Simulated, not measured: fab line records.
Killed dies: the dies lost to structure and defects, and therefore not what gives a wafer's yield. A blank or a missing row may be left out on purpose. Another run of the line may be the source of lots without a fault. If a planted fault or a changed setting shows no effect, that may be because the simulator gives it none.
Which tool is to blame? + flow gf180mcu + Sampling: 12 lots, 36 wafers, 6 of 602 route steps

WHAT EACH GAUGE READ, for each wafer
GF_VT_IMPLANT_TW_MEAS_10.
| lot  | measured     | on            | VT_IMPLANT_TW |
|------|--------------|---------------|---------------|
| L711 | day 5 18:41  | film metro-02 | 567 566 566   |
| L715 | day 6 18:25  | film metro-04 | 561 558 561   |
| L717 | day 7 03:11  | film metro-02 | 567 565 565   |
| L716 | day 7 04:32  | film metro-04 | 557 558 558   |
| L719 | day 7 13:26  | film metro-04 | 555 557 557   |
| L721 | day 8 00:24  | film metro-04 | 553 557 556   |
| L722 | day 8 08:11  | film metro-02 | 568 565 570   |
| L724 | day 8 20:02  | film metro-02 | 565 566 568   |
| L725 | day 9 07:27  | film metro-02 | 566 569 569   |
| L730 | day 10 10:19 | film metro-02 | 572 568 569   |
| L733 | day 11 04:10 | film metro-04 | 557 558 558   |
| L734 | day 11 11:08 | film metro-03 | 564 568 571   |

GF_HV_LDD_CD_MEAS_07: the cd target is 400 nm.
| lot  | measured     | on        | cd nm (nm)        |
|------|--------------|-----------|-------------------|
| L711 | day 10 01:55 | cd sem-01 | 399.2 397.0 400.0 |
| L715 | day 11 12:16 | cd sem-02 | 403.2 401.3 401.3 |
| L717 | day 11 18:16 | cd sem-01 | 397.9 400.8 401.1 |
| L716 | day 11 18:21 | cd sem-02 | 401.8 403.8 401.6 |
| L719 | day 12 06:02 | cd sem-01 | 402.2 402.6 402.8 |
| L721 | day 12 17:56 | cd sem-02 | 399.6 397.2 396.8 |
| L722 | day 13 01:30 | cd sem-02 | 398.1 396.2 396.3 |
| L724 | day 13 20:03 | cd sem-02 | 398.6 401.4 400.1 |
| L725 | day 14 04:47 | cd sem-02 | 396.4 399.0 394.8 |
| L730 | day 15 22:16 | cd sem-01 | - - -             |
| L733 | day 16 16:42 | cd sem-02 | 400.9 400.3 400.2 |
| L734 | day 16 23:57 | cd sem-01 | 403.5 403.3 404.6 |

GF_HV_LDD_TW_MEAS_11.
| lot  | measured     | on            | HV_LDD_TW      |
|------|--------------|---------------|----------------|
| L711 | day 10 02:19 | film metro-04 | 2387 2389 2391 |
| L715 | day 11 12:40 | film metro-01 | 2430 2428 2413 |
| L717 | day 11 18:40 | film metro-01 | 2418 2427 2430 |
| L716 | day 11 18:45 | film metro-03 | 2416 2407 2428 |
| L719 | day 12 06:25 | film metro-01 | 2419 2433 2413 |
| L721 | day 12 18:19 | film metro-01 | 2427 2424 2426 |
| L722 | day 13 02:02 | film metro-01 | 2410 2422 2415 |
| L724 | day 13 20:28 | film metro-03 | 2407 2408 2407 |
| L725 | day 14 05:10 | film metro-01 | 2429 2437 2443 |
| L730 | day 15 22:40 | film metro-03 | 30 30 30       |
| L733 | day 16 17:07 | film metro-04 | 2387 2389 2372 |
| L734 | day 17 00:21 | film metro-03 | 2417 2413 2406 |

GF_HV_LDD_TW_MEAS_23.
| lot  | measured     | on            | HV_LDD_2_TW    |
|------|--------------|---------------|----------------|
| L711 | day 10 20:26 | film metro-01 | 1066 1059 1062 |
| L715 | day 12 07:43 | film metro-01 | 1061 1058 1063 |
| L717 | day 12 13:18 | film metro-03 | 1056 1049 1056 |
| L716 | day 12 13:36 | film metro-03 | 1053 1053 1053 |
| L719 | day 13 02:43 | film metro-01 | 1061 1062 1059 |
| L721 | day 13 15:09 | film metro-01 | 1056 1052 1056 |
| L722 | day 13 21:49 | film metro-01 | 1052 1057 1061 |
| L724 | day 14 16:58 | film metro-01 | 1063 1063 1060 |
| L725 | day 15 01:35 | film metro-01 | 1061 1057 1064 |
| L730 | day 16 21:22 | film metro-04 | 1042 1039 1038 |
| L733 | day 17 16:04 | film metro-03 | 1056 1051 1058 |
| L734 | day 17 23:41 | film metro-03 | 1057 1054 1057 |

EACH LOT AND THE TOOL THAT RAN IT (in order: tool; ch and the chambers of the sampled wafers; start)
| lot  | GF_VT_IMPLANT_STRIP_20               | GF_HV_LDD_EXPOSE_04                 |
|------|--------------------------------------|-------------------------------------|
| L711 | plasma asher-01 ch 0,1, day 6 08:46  | iline stepper-02 ch 0, day 9 17:25  |
| L715 | plasma asher-01 ch 0,1, day 7 10:05  | iline stepper-02 ch 0, day 11 02:56 |
| L717 | plasma asher-02 ch 0,1, day 7 18:34  | iline stepper-02 ch 0, day 11 08:52 |
| L716 | plasma asher-01 ch 0,1, day 7 19:52  | iline stepper-02 ch 0, day 11 08:58 |
| L719 | plasma asher-01 ch 0,1, day 8 05:18  | iline stepper-01 ch 0, day 11 20:49 |
| L721 | plasma asher-01 ch 0,1, day 8 17:23  | iline stepper-02 ch 0, day 12 08:17 |
| L722 | plasma asher-04 ch 0,1, day 8 23:44  | iline stepper-02 ch 0, day 12 16:03 |
| L724 | plasma asher-02 ch 0, day 9 13:05    | iline stepper-01 ch 0, day 13 10:25 |
| L725 | plasma asher-01 ch 0,1, day 9 23:50  | iline stepper-02 ch 0, day 13 19:03 |
| L730 | plasma asher-02 ch 0,1, day 11 04:22 | iline stepper-02 ch 0, day 15 11:15 |
| L733 | plasma asher-04 ch 0,1, day 11 23:10 | iline stepper-02 ch 0, day 16 05:20 |
| L734 | plasma asher-02 ch 0, day 12 05:31   | iline stepper-02 ch 0, day 16 12:49 |
- GF_VT_IMPLANT_STRIP_20: strips in O2/N2.
- GF_HV_LDD_EXPOSE_04: exposes mask Nplus LV AREA, target cd 400 nm.

WHAT THE TOOLS THEMSELVES READ (means of the sampled wafers that have a number; where no wafer has one, the mark that the record gives instead)
GF_VT_IMPLANT_STRIP_20.
| lot  | tool            | drypump motor current A (A) | heater power w (W) | oes product au (a.u.) | platen temp c (C) | strip time to endpoint s (s) |
|------|-----------------|-----------------------------|--------------------|-----------------------|-------------------|------------------------------|
| L711 | plasma asher-01 | 5.51                        | 355                | 0.719                 | 249.86            | 12.58                        |
| L715 | plasma asher-01 | 5.52                        | 355                | 0.716                 | 249.96            | 12.66                        |
| L717 | plasma asher-02 | 5.43                        | 327                | 0.717                 | 250.07            | 12.62                        |
| L716 | plasma asher-01 | 5.31                        | 338                | 0.717                 | 250.00            | 12.68                        |
| L719 | plasma asher-01 | 5.50                        | 355                | 0.718                 | 249.90            | 12.62                        |
| L721 | plasma asher-01 | 5.31                        | 341                | 0.716                 | 250.00            | 12.62                        |
| L722 | plasma asher-04 | 5.68                        | 359                | 0.716                 | 249.92            | 12.64                        |
| L724 | plasma asher-02 | 5.42                        | 354                | 0.715                 | 250.01            | 12.63                        |
| L725 | plasma asher-01 | 5.51                        | 348                | 0.715                 | 250.04            | 12.62                        |
| L730 | plasma asher-02 | 5.42                        | 325                | 0.714                 | 249.93            | 12.64                        |
| L733 | plasma asher-04 | 5.68                        | 356                | 0.713                 | 250.05            | 12.60                        |
| L734 | plasma asher-02 | 5.43                        | 355                | 0.716                 | 250.25            | 12.59                        |

GF_HV_LDD_EXPOSE_04.
| lot  | tool             | exposure dose mJ cm2 |
|------|------------------|----------------------|
| L711 | iline stepper-02 | 140.00               |
| L715 | iline stepper-02 | 139.98               |
| L717 | iline stepper-02 | 139.74               |
| L716 | iline stepper-02 | 140.10               |
| L719 | iline stepper-01 | 140.20               |
| L721 | iline stepper-02 | 139.99               |
| L722 | iline stepper-02 | 139.93               |
| L724 | iline stepper-01 | 140.06               |
| L725 | iline stepper-02 | 139.80               |
| L730 | iline stepper-02 | 139.98               |
| L733 | iline stepper-02 | 139.92               |
| L734 | iline stepper-02 | 139.86               |

THE ANSWER, worked out from the rows above alone
Rule: the usual values come from the lots themselves. Put in order of their means at a reading, lots are off if they are a third of the lots or fewer, leave a main group of 4 or more, and stand apart from it by a gap of 3 or more times the standard deviation of the main group's means; of several such gaps the widest counts. A main group whose means are all the same, to the digits that the tables above print for the reading, isn't used. Also off: a lot with no number at a reading for which 4 or more lots have one. Any other lot the step has rows for is counted as sound. First the gauges in route order, then the tools' own readings, where a lot's mean is used as printed above. The first step at which some lot is off is used, and at that step the reading that is off furthest; a lot without a number counts as furthest.
Off, at GF_HV_LDD_CD_MEAS_07 on cd nm: L730. Without a number there: L730. The main group: mean 400.1 nm, standard deviation 2.3.
If a tool, at a process step before that reading, ran all the lots that are off and no sound lot after the first of them, it fits. The gauges at GF_HV_LDD_CD_MEAS_07 aren't tried: what is off there is off at GF_HV_LDD_TW_MEAS_11 too, on other tools, and a gauge's error can't cause that. Of those tried, none fits.

WHAT THE SIMULATOR HAD INSERTED
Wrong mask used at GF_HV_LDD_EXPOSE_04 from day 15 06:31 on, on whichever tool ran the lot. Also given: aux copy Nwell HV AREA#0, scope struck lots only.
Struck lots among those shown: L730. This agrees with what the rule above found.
